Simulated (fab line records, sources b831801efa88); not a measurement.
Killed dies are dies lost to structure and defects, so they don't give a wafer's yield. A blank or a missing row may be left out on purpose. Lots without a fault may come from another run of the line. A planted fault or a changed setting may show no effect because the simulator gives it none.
Which tool did it? | flow gf180mcu | 6 lots, 18 wafers sampled, at 2 steps of a route of 602

WHAT THE GAUGES READ, wafer by wafer
GF_VT_IMPLANT_RS_MEAS_47: measures by four-point-probe.
lot  | measured     | on            | NWELL_RS (ohm/sq)
L804 | day 7 18:40  | film_metro-03 | 490.3 489.4 489.9
L814 | day 11 02:12 | film_metro-03 | 488.8 486.5 488.0
L816 | day 11 07:52 | film_metro-04 | 490.3 487.7 489.9
L819 | day 12 02:07 | film_metro-04 | 487.8 487.6 486.4
L820 | day 12 09:34 | film_metro-04 | 487.1 488.6 485.7
L823 | day 13 02:56 | film_metro-04 | 490.2 488.4 490.5

WHICH TOOL RAN EACH LOT (tool, then ch and the chambers of the sampled wafers, then the start)
lot  | GF_LVPWELL_STRIP_10
L804 | plasma_asher-04 ch 0,1, day 4 03:05
L814 | plasma_asher-01 ch 0,1, day 6 21:44
L816 | plasma_asher-03 ch 0,1, day 7 01:50
L819 | plasma_asher-03 ch 0,1, day 7 15:13
L820 | plasma_asher-04 ch 0,1, day 7 22:38
L823 | plasma_asher-03 ch 0,1, day 8 13:44
- GF_LVPWELL_STRIP_10: strips in O2/N2.

THE ANSWER, worked out from the rows above alone
Rule: what is usual is taken from the lots themselves. Put in order of their means at a reading, lots are off if they are a third of the lots or fewer, leave a main group of 4 or more, and stand apart from it by a gap of 3 or more times the standard deviation of the main group's means; of several such gaps the widest counts. A main group whose means are all the same, to the digits that the tables above print for the reading, isn't used. A lot without any number at a reading at which 4 lots or more have one is off too. The other lots that the step has rows for count as sound.
No lot is off at any reading shown: from this, nothing can be told.

WHAT THE SIMULATOR HAD PUT IN
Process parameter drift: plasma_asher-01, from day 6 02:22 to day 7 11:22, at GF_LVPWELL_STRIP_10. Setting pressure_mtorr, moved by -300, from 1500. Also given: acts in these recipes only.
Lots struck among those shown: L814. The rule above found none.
